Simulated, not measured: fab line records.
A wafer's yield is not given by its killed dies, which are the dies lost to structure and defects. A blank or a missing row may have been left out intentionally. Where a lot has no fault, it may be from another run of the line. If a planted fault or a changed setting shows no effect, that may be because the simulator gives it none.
fab line records ; flow sfq_line
record: lots: 6; wafers: 18; last_day: 91
route steps=325 shown JJ@197 M5@198 A5B@209 R5@212 I5@228 M8@325
lots untouched by any fault: they come from a run of this same line in which no faults occurred
start_h: start of the lot's first displayed wafer, in hours after the record's first day ; wait_h: time in hours since the lot's previous step ; " unchanged from the row above ; L1.1+2: several wafers, shown together as one row ; - no value, or no start was given ; * or withheld: withheld ; < > ~ a bound
route shown NAME@n: names a module that has steps shown in the file, with the first one's number in the route ; usual: mean and standard deviation over wafers with no fault ; same: alike in all rows ; chamber/n: place in a boat ; sites: each site's reading ; _std_site: how widely they spread, as a standard deviation ; _edge_site: outer sites' mean less inner sites' ; radius_mm: how far each site lies from the wafer's centre ; mask NAME#n: copy n ; behind: the most recent tool/chamber to have shaped the wafer ; hold: why the lot went on hold/how many hours it stayed there/how the hold came to an end ; device: names the non-switching transistor (n, p or np) ; end of line: the tests these same wafers got at the end of their route ; where a step has no rows: the recipe by itself ; killed: count of dies lost to structure and defects at first sort (not the wafer's yield) ; map: a wafer's dies, x killed, . not, _ none there
set.NAME: the setting the step ran with; set.NAME@STEP: the setting that earlier step ran with ; model.NAME: the simulator's own value behind a step, which no gauge read
lots at selected steps of the route; one table per step, one row per wafer
services: from which hour (start_h, from the record's first day; less than 0 if before it) a tool's chamber was out of use, for how many hours, and why
== steps ==
step: SFQ_TRILAYER_JJ_CE_STRIP_SOLV_CLEAN_121
recipe: chemistry: NMP; temp_c: 70; time_s: 600
step: SFQ_TRILAYER_M5_LITHO_COAT_128
recipe: resist: BARC; spin_rpm: 3000; resist_thk_nm: 62
step: SFQ_TRILAYER_M5_LITHO_COAT_123
recipe: resist: KrF; spin_rpm: 3000; resist_thk_nm: 600
step: SFQ_TRILAYER_M5_LITHO_SOFTBAKE_127
recipe: temp_c: withheld; time_s: withheld; resist: KrF
step: SFQ_TRILAYER_M5_LITHO_EXPOSE_124
recipe: mask_id: M5; na: 0.6; source_shape: conventional; sigma_outer: 0.65; target_cd_nm: 700; dose_mj: 14.4
step: SFQ_TRILAYER_M5_LITHO_PEB_126
recipe: peb_temp_c: 115; peb_time_s: 60; resist: KrF
step: SFQ_TRILAYER_M5_LITHO_DEVELOP_125
recipe: time_s: 60; resist: KrF
step: SFQ_M5_OVL_MEAS_932
usual: M5_OVL: -2/5.8
lot.wafer;tool;chamber;start_h;wait_h;M5_OVL[nm]
L292.2;overlay-02;-;1319.06;0.1;9
L292.3;overlay-02;-;1319.06;0.1;4
L292.5;overlay-02;-;1319.06;0.1;4
L293.1;overlay-01;-;1322.66;0.1;-8
L293.2;overlay-01;-;1322.66;0.1;3
L293.6;overlay-01;-;1322.66;0.1;-5
L303.3;overlay-02;-;1427.35;0.1;-1
L303.4;overlay-02;-;1427.35;0.1;-4
L303.6;overlay-02;-;1427.35;0.1;-1
L302.2;overlay-01;-;1429.76;0.1;4
L302.4;overlay-01;-;1429.76;0.1;4
L302.5;overlay-01;-;1429.76;0.1;3
L306.2;overlay-01;-;1454.83;0.1;-17
L306.5;overlay-01;-;1454.83;0.1;-11
L306.6;overlay-01;-;1454.83;0.1;-8
L308.2;overlay-01;-;1462.03;0.1;-2
L308.4;overlay-01;-;1462.03;0.1;-2
L308.5;overlay-01;-;1462.03;0.1;0
step: SFQ_TRILAYER_M5_BARC_OPEN_METAL_ETCH_161
recipe: mask_material: PR; chemistry: O2; target_depth_nm: 125; target: BARC; icp_w: 600; bias_w: 80; pressure_mtorr: 10; time_s: 41.7
step: SFQ_TRILAYER_M5_ETCH_METAL_ETCH_126
recipe: target: Nb; stop_on: SiO2; mask_material: PR; over_etch_frac: 0.15; time_s: 203.2; chemistry: Cl2/BCl3; target_depth_nm: 265; icp_w: 600; bias_w: 80; pressure_mtorr: 10
step: SFQ_TRILAYER_M5_STRIP_STRIP_127
recipe: gas: O2; power_w: 200; platen_temp_c: 40; overash_fraction: 0.65; chemistry: O2; pressure_mtorr: 50
step: SFQ_TRILAYER_M5_STRIP_SOLV_CLEAN_128
recipe: chemistry: NMP; temp_c: 70; time_s: 600
step: SFQ_TRILAYER_A5B_DEP_PECVD_129
recipe: material: SiO2; temp_c: 150; time_s: 133.33; pressure_torr: 2.4; rf_w: 183.3; precursor: SiH4/N2O; target_thk_nm: 600
usual: chamber_pressure_Torr: 2.400/0.0051; heater_power_outer_w: 33/6.4; heater_power_w: 87/12; throttle_valve_pct: 24.1/2
lot.wafer;tool;chamber;start_h;wait_h;chamber_pressure_Torr;heater_power_outer_w;heater_power_w;throttle_valve_pct
L292.2;pecvd-01;0;1320.12;0.0;2.399;34;85;24.6
L292.3;pecvd-01;1;1320.12;0.0;2.404;27;75;23.0
L292.5;pecvd-01;0;1320.12;0.0;2.409;37;88;24.7
L293.1;pecvd-04;2;1323.74;0.0;2.404;34;95;24.3
L293.2;pecvd-04;0;1323.74;0.0;2.403;35;91;28.7
L293.6;pecvd-04;2;1323.74;0.0;2.410;36;95;24.5
L303.3;pecvd-04;1;1428.45;0.0;-;-;-;-
L303.4;pecvd-04;0;1428.45;0.0;-;-;-;-
L303.6;pecvd-04;0;1428.45;0.0;-;-;-;-
L302.2;pecvd-01;2;1430.84;0.0;-;-;-;-
L302.4;pecvd-01;2;1430.84;0.0;-;-;-;-
L302.5;pecvd-01;1;1430.84;0.0;-;-;-;-
L306.2;pecvd-02;2;1456.74;0.0;2.401;40;92;22.9
L306.5;pecvd-02;0;1456.74;0.0;2.403;22;72;22.8
L306.6;pecvd-02;1;1456.74;0.0;2.395;31;82;21.5
L308.2;pecvd-01;1;1463.10;0.0;2.396;22;70;23.8
L308.4;pecvd-01;0;1463.10;0.0;2.410;43;94;25.0
L308.5;pecvd-01;1;1463.10;0.0;2.402;25;72;23.8
step: SFQ_TRILAYER_A5B_CMP_CMP_130
recipe: stop_on: Nb; down_force_psi: 3; platen_rpm: 60; target_thk_nm: 340.7
step: SFQ_TRILAYER_A5B_METRO_MEASURE_131
lot.wafer;tool;chamber;start_h;wait_h
L292.2+3+5;film_metro-03;-;1323.41;2.7
L293.1+2+6;film_metro-02;-;1326.83;2.0
L303.3+4+6;film_metro-04;-;1431.94;1.9
L302.2+4+5;film_metro-02;-;1434.13;2.2
L306.2+5+6;film_metro-02;-;1460.03;2.2
L308.2+4+5;film_metro-02;-;1466.39;2.7
step: SFQ_TRILAYER_R5_DEP_SPUTTER_132
recipe: material: Ti; base_pressure_pa: 1.33e-06; target_thk_nm: 5; power_w: 2000; time_s: 5; chamber_pressure_pa: 0.4
step: SFQ_TRILAYER_R5_DEP_SPUTTER_133
recipe: material: MoNx; base_pressure_pa: 1.33e-06; target_thk_nm: 40; power_w: 1000; time_s: 66.7; chamber_pressure_pa: 0.4
usual: throttle_valve_pct: 29.4/1.1
lot.wafer;tool;chamber;start_h;wait_h;throttle_valve_pct
L292.2;pvd_sputter-03;-;1324.43;0.0;28.9
L292.3;pvd_sputter-03;-;1324.43;0.0;29.7
L292.5;pvd_sputter-03;-;1324.43;0.0;29.6
L293.1;pvd_sputter-03;-;1328.05;0.0;29.9
L293.2;pvd_sputter-03;-;1328.05;0.0;29.7
L293.6;pvd_sputter-03;-;1328.05;0.0;29.0
L303.3;pvd_sputter-03;-;1432.76;0.0;28.8
L303.4;pvd_sputter-03;-;1432.76;0.0;29.8
L303.6;pvd_sputter-03;-;1432.76;0.0;29.7
L302.2;pvd_sputter-05;-;1435.15;0.0;32.9
L302.4;pvd_sputter-05;-;1435.15;0.0;27.6
L302.5;pvd_sputter-05;-;1435.15;0.0;29.5
L306.2;pvd_sputter-03;-;1461.05;0.0;29.3
L306.5;pvd_sputter-03;-;1461.05;0.0;29.7
L306.6;pvd_sputter-03;-;1461.05;0.0;28.7
L308.2;pvd_sputter-04;-;1467.41;0.0;29.7
L308.4;pvd_sputter-04;-;1467.41;0.0;28.8
L308.5;pvd_sputter-04;-;1467.41;0.0;29.4
step: SFQ_TRILAYER_R5_DEP_SPUTTER_134
recipe: material: Ti; base_pressure_pa: 1.33e-06; target_thk_nm: 5; power_w: 2000; time_s: 5; chamber_pressure_pa: 0.4
usual: throttle_valve_pct: 29.4/1.1
lot.wafer;tool;chamber;start_h;wait_h;throttle_valve_pct
L292.2;pvd_sputter-03;-;1324.49;0.0;28.9
L292.3;pvd_sputter-03;-;1324.49;0.0;29.7
L292.5;pvd_sputter-03;-;1324.49;0.0;29.7
L293.1;pvd_sputter-03;-;1328.10;0.0;29.5
L293.2;pvd_sputter-03;-;1328.10;0.0;29.8
L293.6;pvd_sputter-03;-;1328.10;0.0;29.0
L303.3;pvd_sputter-03;-;1432.81;0.0;28.7
L303.4;pvd_sputter-03;-;1432.81;0.0;29.7
L303.6;pvd_sputter-03;-;1432.81;0.0;29.8
L302.2;pvd_sputter-05;-;1435.20;0.0;32.9
L302.4;pvd_sputter-05;-;1435.20;0.0;27.6
L302.5;pvd_sputter-05;-;1435.20;0.0;29.7
L306.2;pvd_sputter-03;-;1461.10;0.0;29.2
L306.5;pvd_sputter-03;-;1461.10;0.0;29.7
L306.6;pvd_sputter-03;-;1461.10;0.0;28.8
L308.2;pvd_sputter-04;-;1467.47;0.0;29.4
L308.4;pvd_sputter-04;-;1467.47;0.0;28.9
L308.5;pvd_sputter-04;-;1467.47;0.0;29.5
step: SFQ_R5_RS_MEAS_933
recipe: thk_meas_gauge: four-point-probe; reads: Ti_of_TRILAYER_R5_DEP_SPUTTER_134+MoNx_of_TRILAYER_R5_DEP_SPUTTER_133+Ti_of_TRILAYER_R5_DEP_SPUTTER_132
usual: R5_MONX_RS: 7.03/0.072
lot.wafer;tool;chamber;start_h;wait_h;R5_MONX_RS[ohm/sq]
L292.2;film_metro-01;-;1324.52;0.0;6.91
L292.3;film_metro-01;-;1324.52;0.0;6.99
L292.5;film_metro-01;-;1324.52;0.0;7.01
L293.1;film_metro-04;-;1328.12;0.0;7.06
L293.2;film_metro-04;-;1328.12;0.0;7.11
L293.6;film_metro-04;-;1328.12;0.0;7.16
L303.3;film_metro-03;-;1432.87;0.0;7.02
L303.4;film_metro-03;-;1432.87;0.0;7.03
L303.6;film_metro-03;-;1432.87;0.0;7.00
L302.2;film_metro-01;-;1435.24;0.0;6.98
L302.4;film_metro-01;-;1435.24;0.0;6.97
L302.5;film_metro-01;-;1435.24;0.0;6.95
L306.2;film_metro-04;-;1461.14;0.0;7.21
L306.5;film_metro-04;-;1461.14;0.0;7.14
L306.6;film_metro-04;-;1461.14;0.0;7.12
L308.2;film_metro-01;-;1467.51;0.0;7.06
L308.4;film_metro-01;-;1467.51;0.0;6.99
L308.5;film_metro-01;-;1467.51;0.0;7.02
step: SFQ_R5_THK_MEAS_934
recipe: thk_meas_gauge: xrf; reads: MoNx_of_TRILAYER_R5_DEP_SPUTTER_133
usual: R5_MONX_THK: 39.8/0.49
lot.wafer;tool;chamber;start_h;wait_h;R5_MONX_THK[nm]
L292.2;film_metro-01;-;1324.63;0.1;40.7
L292.3;film_metro-01;-;1324.63;0.1;40.1
L292.5;film_metro-01;-;1324.63;0.1;40.3
L293.1;film_metro-04;-;1328.24;0.1;39.6
L293.2;film_metro-04;-;1328.24;0.1;39.4
L293.6;film_metro-04;-;1328.24;0.1;39.2
L303.3;film_metro-03;-;1432.97;0.1;39.7
L303.4;film_metro-03;-;1432.97;0.1;39.4
L303.6;film_metro-03;-;1432.97;0.1;40.0
L302.2;film_metro-01;-;1435.35;0.1;40.2
L302.4;film_metro-01;-;1435.35;0.1;40.1
L302.5;film_metro-01;-;1435.35;0.1;40.4
L306.2;film_metro-04;-;1461.25;0.1;38.7
L306.5;film_metro-04;-;1461.25;0.1;39.0
L306.6;film_metro-04;-;1461.25;0.1;39.2
L308.2;film_metro-01;-;1467.62;0.1;39.5
L308.4;film_metro-01;-;1467.62;0.1;40.0
L308.5;film_metro-01;-;1467.62;0.1;39.9
step: SFQ_TRILAYER_R5_LITHO_COAT_141
recipe: resist: BARC; spin_rpm: 3000; resist_thk_nm: 62
step: SFQ_TRILAYER_R5_LITHO_COAT_136
recipe: resist: KrF; spin_rpm: 3000; resist_thk_nm: 600
step: SFQ_TRILAYER_R5_LITHO_SOFTBAKE_140
recipe: temp_c: withheld; time_s: withheld; resist: KrF
step: SFQ_TRILAYER_R5_LITHO_EXPOSE_137
recipe: mask_id: R5; na: 0.6; source_shape: conventional; sigma_outer: 0.65; target_cd_nm: 500; dose_mj: 14.4
step: SFQ_TRILAYER_R5_LITHO_PEB_139
recipe: peb_temp_c: 115; peb_time_s: 60; resist: KrF
step: SFQ_TRILAYER_R5_LITHO_DEVELOP_138
recipe: time_s: 60; resist: KrF
step: SFQ_R5_OVL_MEAS_935
usual: R5_OVL: -2/5.5
lot.wafer;tool;chamber;start_h;wait_h;R5_OVL[nm]
L292.2;overlay-01;-;1482.55;0.1;5
L292.3;overlay-01;-;1482.55;0.1;9
L292.5;overlay-01;-;1482.55;0.1;4
L293.1;overlay-01;-;1486.15;0.1;0
L293.2;overlay-01;-;1486.15;0.1;-3
L293.6;overlay-01;-;1486.15;0.1;3
L303.3;overlay-02;-;1577.48;0.1;-3
L303.4;overlay-02;-;1577.48;0.1;2
L303.6;overlay-02;-;1577.48;0.1;3
L302.2;overlay-02;-;1578.68;0.1;-7
L302.4;overlay-02;-;1578.68;0.1;-6
L302.5;overlay-02;-;1578.68;0.1;0
L306.2;overlay-01;-;1599.08;0.1;0
L306.5;overlay-01;-;1599.08;0.1;-10
L306.6;overlay-01;-;1599.08;0.1;-2
L308.2;overlay-01;-;1604.27;0.1;-1
L308.4;overlay-01;-;1604.27;0.1;-4
L308.5;overlay-01;-;1604.27;0.1;1
step: SFQ_TRILAYER_R5_BARC_OPEN_METAL_ETCH_177
recipe: mask_material: PR; chemistry: O2; target_depth_nm: 125; target: BARC; icp_w: 600; bias_w: 80; pressure_mtorr: 10; time_s: 41.7
usual: drypump_motor_current_A: 5.4/0.48; oes_product_au: 0.685/0.0045
lot.wafer;tool;chamber;start_h;wait_h;drypump_motor_current_A;oes_product_au;rf_hours_counter_h
L292.2;rie_metal-01;0;1482.58;0.0;5.9;0.687;67
L292.3;rie_metal-01;0;1482.58;0.0;5.9;0.686;-
L292.5;rie_metal-01;1;1482.58;0.0;5.0;0.676;-
L293.1;rie_metal-03;1;1486.18;0.0;4.9;0.690;0
L293.2;rie_metal-03;0;1486.18;0.0;5.7;0.683;122
L293.6;rie_metal-03;1;1486.18;0.0;4.9;0.688;-
L303.3;rie_metal-04;1;1577.53;0.0;6.2;0.684;-
L303.4;rie_metal-04;0;1577.53;0.0;5.0;0.684;-
L303.6;rie_metal-04;0;1577.53;0.0;5.0;0.688;-
L302.2;rie_metal-03;1;1578.71;0.0;4.9;0.697;12
L302.4;rie_metal-03;0;1578.71;0.0;5.6;0.688;-
L302.5;rie_metal-03;0;1578.71;0.0;5.6;0.681;-
L306.2;rie_metal-01;1;1599.11;0.0;5.0;0.685;71
L306.5;rie_metal-01;0;1599.11;0.0;5.8;0.686;-
L306.6;rie_metal-01;1;1599.11;0.0;5.0;0.681;-
L308.2;rie_metal-03;1;1604.30;0.0;4.9;0.679;16
L308.4;rie_metal-03;0;1604.30;0.0;5.6;0.685;-
L308.5;rie_metal-03;0;1604.30;0.0;5.6;0.685;-
step: SFQ_TRILAYER_R5_ETCH_METAL_ETCH_139
recipe: stop_on: SiO2; mask_material: PR; chemistry: Cl2; target_depth_nm: 60; icp_w: 600; bias_w: 80; pressure_mtorr: 10; time_s: 40
usual: drypump_motor_current_A: 5.4/0.48; oes_product_au: 0.991/0.0059
lot.wafer;tool;chamber;start_h;wait_h;drypump_motor_current_A;oes_product_au;rf_hours_counter_h
L292.2;rie_metal-01;0;1482.64;0.0;5.8;0.999;67
L292.3;rie_metal-01;0;1482.64;0.0;5.8;0.992;-
L292.5;rie_metal-01;1;1482.64;0.0;5.0;0.991;-
L293.1;rie_metal-03;1;1486.24;0.0;4.9;0.982;0
L293.2;rie_metal-03;0;1486.24;0.0;5.6;0.986;122
L293.6;rie_metal-03;1;1486.24;0.0;5.0;0.983;-
L303.3;rie_metal-04;1;1577.59;0.0;6.2;0.991;-
L303.4;rie_metal-04;0;1577.59;0.0;5.1;0.994;-
L303.6;rie_metal-04;0;1577.59;0.0;5.0;0.995;-
L302.2;rie_metal-03;1;1578.77;0.0;4.9;0.989;12
L302.4;rie_metal-03;0;1578.77;0.0;5.6;0.995;-
L302.5;rie_metal-03;0;1578.77;0.0;5.7;1.001;-
L306.2;rie_metal-01;1;1599.17;0.0;5.0;1.000;71
L306.5;rie_metal-01;0;1599.17;0.0;5.8;0.995;-
L306.6;rie_metal-01;1;1599.17;0.0;5.0;0.987;-
L308.2;rie_metal-03;1;1604.38;0.1;4.9;0.989;16
L308.4;rie_metal-03;0;1604.38;0.1;5.6;0.995;-
L308.5;rie_metal-03;0;1604.38;0.1;5.6;0.992;-
step: SFQ_TRILAYER_R5_STRIP_STRIP_140
recipe: gas: O2; power_w: 200; platen_temp_c: 40; overash_fraction: 0.65; chemistry: O2; pressure_mtorr: 50
step: SFQ_TRILAYER_R5_STRIP_SOLV_CLEAN_141
recipe: chemistry: NMP; temp_c: 70; time_s: 600
step: SFQ_TRILAYER_A5C_DEP_PECVD_142
recipe: material: SiO2; temp_c: 150; time_s: 15.556; pressure_torr: 2.4; rf_w: 183.3; precursor: SiH4/N2O; target_thk_nm: 70
step: SFQ_TRILAYER_I5_LITHO_COAT_149
recipe: resist: BARC; spin_rpm: 3000; resist_thk_nm: 62
step: SFQ_TRILAYER_I5_LITHO_COAT_144
recipe: resist: KrF; spin_rpm: 3000; resist_thk_nm: 650
step: SFQ_TRILAYER_I5_LITHO_SOFTBAKE_148
recipe: temp_c: withheld; time_s: withheld; resist: KrF
step: SFQ_TRILAYER_I5_LITHO_EXPOSE_145
recipe: mask_id: I5; na: 0.6; source_shape: conventional; sigma_outer: 0.65; target_cd_nm: 700; dose_mj: 21.3
step: SFQ_TRILAYER_I5_LITHO_PEB_147
recipe: peb_temp_c: 115; peb_time_s: 60; resist: KrF
step: SFQ_TRILAYER_I5_LITHO_DEVELOP_146
recipe: time_s: 60; resist: KrF
step: SFQ_I5_OVL_MEAS_936
usual: I5_OVL: -1/4.9
lot.wafer;tool;chamber;start_h;wait_h;I5_OVL[nm]
L292.2;overlay-02;-;1618.72;0.1;6
L292.3;overlay-02;-;1618.72;0.1;10
L292.5;overlay-02;-;1618.72;0.1;8
L293.1;overlay-02;-;1622.32;0.1;-4
L293.2;overlay-02;-;1622.32;0.1;-7
L293.6;overlay-02;-;1622.32;0.1;-9
L303.3;overlay-02;-;1717.41;0.1;0
L303.4;overlay-02;-;1717.41;0.1;-3
L303.6;overlay-02;-;1717.41;0.1;-2
L302.2;overlay-02;-;1719.80;0.1;-1
L302.4;overlay-02;-;1719.80;0.1;4
L302.5;overlay-02;-;1719.80;0.1;5
L306.2;overlay-02;-;1737.57;0.1;1
L306.5;overlay-02;-;1737.57;0.1;0
L306.6;overlay-02;-;1737.57;0.1;1
L308.2;overlay-02;-;1739.97;0.1;-2
L308.4;overlay-02;-;1739.97;0.1;-6
L308.5;overlay-02;-;1739.97;0.1;-4
step: SFQ_TRILAYER_I5_BARC_OPEN_VIA_ETCH_200
recipe: mask_material: PR; chemistry: O2; target_depth_nm: 125; target: BARC; source_w: 500; bias_w: 80; pressure_mtorr: 30; time_s: 41.7
step: SFQ_TRILAYER_I5_ETCH_VIA_ETCH_147
recipe: stop_on: Nb; mask_material: PR; chemistry: CHF3; target_depth_nm: 360; source_w: 500; bias_w: 80; pressure_mtorr: 30; time_s: withheld
step: SFQ_TRILAYER_I5_STRIP_STRIP_148
recipe: gas: O2; power_w: 200; platen_temp_c: 40; overash_fraction: 0.65; chemistry: O2; pressure_mtorr: 50
usual: drypump_motor_current_A: 5.3/0.48; oes_product_au: 0.998/0.012
lot.wafer;tool;chamber;start_h;wait_h;drypump_motor_current_A;oes_product_au;rf_hours_counter_h
L292.2;rie_metal-04;0;1618.94;-;5.0;1.006;82
L292.3;rie_metal-04;0;1618.94;-;5.0;1.008;-
L292.5;rie_metal-04;1;1618.94;-;6.2;0.996;-
L293.1;rie_metal-02;1;1622.54;-;4.8;0.981;67
L293.2;rie_metal-02;0;1622.54;-;5.8;1.007;122
L293.6;rie_metal-02;0;1622.54;-;5.8;1.009;-
L303.3;rie_metal-03;0;1717.82;-;5.6;1.004;-
L303.4;rie_metal-03;1;1717.82;-;4.9;1.003;-
L303.6;rie_metal-03;1;1717.82;-;4.9;0.997;-
L302.2;rie_metal-04;1;1720.02;-;6.2;1.002;59
L302.4;rie_metal-04;1;1720.02;-;6.2;0.990;-
L302.5;rie_metal-04;1;1720.02;-;6.2;1.002;-
L306.2;rie_metal-03;0;1737.79;-;5.6;0.994;30
L306.5;rie_metal-03;1;1737.79;-;4.9;0.993;-
L306.6;rie_metal-03;0;1737.79;-;5.6;1.003;-
L308.2;rie_metal-03;1;1740.19;-;4.9;0.989;31
L308.4;rie_metal-03;1;1740.19;-;4.9;0.996;-
L308.5;rie_metal-03;0;1740.19;-;5.6;0.999;-
step: SFQ_M8_BOW_MEAS_951
recipe: mode: bow
usual: M8_BOW: 10/9.5
lot.wafer;tool;chamber;start_h;wait_h;M8_BOW[um];model.etest.i5.link_ohm
L292.2;film_metro-01;-;1997.62;0.0;0;2.294
L292.3;film_metro-01;-;1997.62;0.0;11;2.254
L292.5;film_metro-01;-;1997.62;0.0;1;2.275
L293.1;film_metro-02;-;2000.00;0.0;6;2.271
L293.2;film_metro-02;-;2000.00;0.0;-3;2.279
L293.6;film_metro-02;-;2000.00;0.0;6;2.262
L303.3;film_metro-02;-;2124.74;0.0;14;2.087
L303.4;film_metro-02;-;2124.74;0.0;6;2.095
L303.6;film_metro-02;-;2124.74;0.0;0;2.108
L302.2;film_metro-02;-;2125.92;0.0;-3;2.116
L302.4;film_metro-02;-;2125.92;0.0;-12;2.123
L302.5;film_metro-02;-;2125.92;0.0;-1;2.128
L306.2;film_metro-02;-;2138.88;0.0;27;2.281
L306.5;film_metro-02;-;2138.88;0.0;15;2.306
L306.6;film_metro-02;-;2138.88;0.0;23;2.281
L308.2;film_metro-03;-;2176.26;0.0;9;2.267
L308.4;film_metro-03;-;2176.26;0.0;9;2.257
L308.5;film_metro-03;-;2176.26;0.0;4;2.274
== services ==
tool;chamber;start_h;hours;kind
film_metro-02;-;1349.82;1.4;pm
rie_metal-04;-;1352.83;28.1;pm
film_metro-02;-;1357.18;0.5;pm
rie_metal-04;-;1382.93;0.5;repair
pecvd-01;-;1383.89;0.8;repair
film_metro-02;-;1396.37;1.0;pm
pvd_sputter-03;-;1403.37;6.2;repair
rie_metal-03;1;1441.72;19.1;repair
rie_metal-04;-;1469.06;1.0;repair
rie_metal-04;1;1489.88;6.7;repair
rie_metal-01;-;1517.06;2.8;pm
film_metro-02;-;1527.97;0.3;pm
film_metro-02;-;1536.79;0.6;pm
rie_metal-01;0;1577.70;3.8;repair
film_metro-02;-;1603.27;0.5;pm
rie_metal-01;0;1624.73;22.1;repair
rie_metal-03;-;1627.91;14.6;pm
film_metro-02;-;1641.37;0.2;pm
film_metro-02;-;1644.11;6.2;repair
rie_metal-01;0;1651.97;2.0;repair
film_metro-02;-;1672.10;3.4;repair
rie_metal-03;0;1705.11;4.5;repair
rie_metal-03;-;1705.53;1.1;repair
rie_metal-03;-;1712.25;2.8;pm
== key ==
first_sign: step: SFQ_TRILAYER_A5B_DEP_PECVD_129; reading: tool_record; direction: missing
effect none on later readings
model_effect: step: SFQ_M8_BOW_MEAS_951; value: etest.i5.link_ohm; without: 2.272; struck: 2.109
met_at SFQ_TRILAYER_A5B_DEP_PECVD_129
struck_wafers L302.2,L302.4,L302.5,L303.3,L303.4,L303.6
onset_between 1323.74 1428.45
fault: kind: skipped_step_whole; tool: pecvd-01,pecvd-04; chamber: -; onset_h: 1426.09; steps: SFQ_TRILAYER_A5B_DEP_PECVD_129; scope: struck_lots_only
